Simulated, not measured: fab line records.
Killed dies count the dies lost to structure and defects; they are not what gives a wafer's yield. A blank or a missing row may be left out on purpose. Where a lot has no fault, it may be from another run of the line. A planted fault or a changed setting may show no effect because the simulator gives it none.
The tool behind it: which one?    flow gf180mcu    45 wafers sampled from 15 lots at 1 step of a route of 602

== WHAT THE GAUGES READ, wafer by wafer ==
GF_V4_THK_MEAS_03. Usual: for V4_CVD_02_THK the level is 854 nm and the standard deviation is 13.
lot   measured      on             V4_CVD_02_THK (nm)  flag
L326  day 23 13:16  film_metro-04  871 857 861         
L327  day 23 20:27  film_metro-02  868 839 866         
L328  day 24 08:56  film_metro-02  848 856 846         
L330  day 24 22:40  film_metro-02  843 834 844         
L331  day 25 07:11  film_metro-02  870 861 885         
L332  day 25 16:46  film_metro-02  861 869 855         
L335  day 26 14:59  film_metro-01  843 853 864         
L336  day 26 22:53  film_metro-02  843 862 873         
L337  day 27 10:05  film_metro-04  837 857 856         
L338  day 27 15:08  film_metro-04  843 833 853         
L339  day 27 21:12  film_metro-04  840 835 848         
L340  day 28 04:54  film_metro-01  844 850 872         
L341  day 28 11:32  film_metro-02  847 864 850         
L342  day 28 16:52  film_metro-04  841 839 859         
L346  day 29 16:20  film_metro-04  854 840 859         

== TOOL THAT RAN EACH LOT (tool first, then ch and the chambers of the sampled wafers, then the start) ==
The record holds no process step before these readings.

== WHAT THE TOOLS THEMSELVES READ (means of the sampled wafers that have a number; where no wafer has one, the mark that the record gives instead) ==
The record holds no such reading with a usual standard deviation.

== THE ANSWER, worked out from the rows above alone ==
Rule: a lot counts as off when the mean over its wafers that have a number is more than 3 standard deviations away from the usual mean. Also off: a lot with no number at a reading for which 4 or more lots have one. All remaining lots with rows at the step are treated as sound. First the gauges in route order, then the tools' own readings, where a lot's mean is used as printed above. The first step at which some lot is off is used, and at that step the reading that is off furthest; a lot without a number counts as furthest.
No lot is off at any reading shown: from this, nothing can be told.

== WHAT THE SIMULATOR HAD PUT IN ==
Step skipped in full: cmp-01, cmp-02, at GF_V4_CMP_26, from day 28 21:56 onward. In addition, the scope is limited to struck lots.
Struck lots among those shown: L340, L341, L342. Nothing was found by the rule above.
